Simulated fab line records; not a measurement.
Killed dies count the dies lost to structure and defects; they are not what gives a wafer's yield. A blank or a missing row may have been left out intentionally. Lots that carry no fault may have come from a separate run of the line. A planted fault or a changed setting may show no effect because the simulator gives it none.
Matching of chambers || flow gf180mcu || GF_V4_CMP_04 on cmp-02 has 4 sister chambers
The step polishes SiO2. 4 wafers are shown with their chamber, then 11 later ones without.

== WAFERS PAIRED WITH THEIR CHAMBERS ==
{"wafer": "L079.1", "chamber": 1, "motorCurrentA (A)": 13.9}
{"wafer": "L082.2", "chamber": 3, "motorCurrentA (A)": 12.2}
{"wafer": "L082.5", "chamber": 2, "motorCurrentA (A)": 12.5}
{"wafer": "L087.1", "chamber": 0, "motorCurrentA (A)": 13.0}

== WAFERS WITH NO CHAMBER GIVEN ==
{"wafer": "L087.2", "motorCurrentA (A)": 12.5}
{"wafer": "L087.3", "motorCurrentA (A)": 13.8}
{"wafer": "L093.2", "motorCurrentA (A)": 13.4}
{"wafer": "L093.4", "motorCurrentA (A)": 13.7}
{"wafer": "L093.5", "motorCurrentA (A)": 12.9}
{"wafer": "L094.1", "motorCurrentA (A)": 12.3}
{"wafer": "L094.3", "motorCurrentA (A)": 13.5}
{"wafer": "L094.5", "motorCurrentA (A)": 13.4}
{"wafer": "L095.2", "motorCurrentA (A)": 12.1}
{"wafer": "L095.3", "motorCurrentA (A)": 12.8}
{"wafer": "L095.6", "motorCurrentA (A)": 11.8}

== THE CHAMBER EACH PASSED THROUGH ==
{"wafer": "L087.2", "from the rows above": "can't be placed: 2 or 3 or 0", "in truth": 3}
{"wafer": "L087.3", "from the rows above": 1, "in truth": 1}
{"wafer": "L093.2", "from the rows above": "can't be placed: 0 or 1 or 2", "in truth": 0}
{"wafer": "L093.4", "from the rows above": "can't be placed: 1 or 0", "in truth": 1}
{"wafer": "L093.5", "from the rows above": "can't be placed: 0 or 2", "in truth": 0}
{"wafer": "L094.1", "from the rows above": "can't be placed: 3 or 2", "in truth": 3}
{"wafer": "L094.3", "from the rows above": "can't be placed: 1 or 0", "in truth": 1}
{"wafer": "L094.5", "from the rows above": "can't be placed: 0 or 1 or 2", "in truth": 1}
{"wafer": "L095.2", "from the rows above": "can't be placed: 3 or 2", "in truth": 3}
{"wafer": "L095.3", "from the rows above": "can't be placed: 0 or 2 or 3", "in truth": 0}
{"wafer": "L095.6", "from the rows above": "can't be placed: 3 or 2", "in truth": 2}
Correctly placed: 1 of 11. Unplaceable from these rows: 10, with the true chamber sitting among the candidates in 10. Wrongly placed: 0.
How it was worked out, from the rows above alone: a wafer's distance from a chamber is the root of the sum, over the readings, of the square of ((its reading less the chamber's mean) divided by the reading's scatter). The wafer belongs to the nearest chamber; if the next one is less than 2 further off, it can't be placed. For every chamber, the mean is computed from those of its wafers that are shown. The scatter (one wafer shown for each chamber): square how far every hidden wafer sits from the nearest shown wafer, average those squares and take the square root.
